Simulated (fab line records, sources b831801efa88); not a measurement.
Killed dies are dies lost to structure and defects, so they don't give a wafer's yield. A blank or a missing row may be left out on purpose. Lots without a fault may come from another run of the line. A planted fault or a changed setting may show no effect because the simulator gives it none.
Chamber matching | flow sky130 | SKY_FIELD_ISO_CMP_27 on cmp-02: 4 sister chambers
The step polishes, stops on Si3N4, t overpolish 16 s, target thk 457.8 nm. 4 wafers are shown with their chamber, then 11 later ones without.

WAFERS WITH THEIR CHAMBER
wafer  | chamber | motor_current_A (A)
L700.4 | 2       | 11.7
L702.5 | 3       | 11.2
L702.6 | 0       | 11.6
L703.2 | 1       | 12.5

WAFERS WITHOUT THEIR CHAMBER
wafer  | motor_current_A (A)
L703.3 | 11.8
L703.6 | 11.7
L709.1 | 10.9
L709.2 | 12.0
L709.6 | 11.9
L711.1 | 10.9
L711.3 | 11.8
L711.6 | 11.7
L712.1 | 11.9
L712.5 | 11.9
L712.6 | 12.0

WHICH CHAMBER EACH WENT THROUGH
wafer  | from the rows above          | in truth
L703.3 | can't be placed: 2 or 0      | 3
L703.6 | can't be placed: 2 or 0      | 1
L709.1 | can't be placed: 3 or 0      | 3
L709.2 | can't be placed: 2 or 0 or 1 | 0
L709.6 | can't be placed: 2 or 0 or 1 | 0
L711.1 | can't be placed: 3 or 0      | 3
L711.3 | can't be placed: 2 or 0      | 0
L711.6 | can't be placed: 2 or 0      | 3
L712.1 | can't be placed: 2 or 0 or 1 | 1
L712.5 | can't be placed: 2 or 0 or 1 | 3
L712.6 | can't be placed: 2 or 0 or 1 | 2
Placed correctly: 0 of 11. Can't be placed from these rows: 11 (the true chamber is among the candidates in 7). Placed wrongly: 0.
How it was worked out, from the rows above alone: a wafer's distance from a chamber is the root of the sum, over the readings, of the square of ((its reading less the chamber's mean) divided by the reading's scatter). The wafer belongs to the nearest chamber; if the next one is less than 2 further off, it can't be placed. A chamber's mean is the mean of its shown wafers. The scatter: with one shown wafer a chamber, the root of the mean of the squares of how far each hidden wafer lies from its nearest shown one.
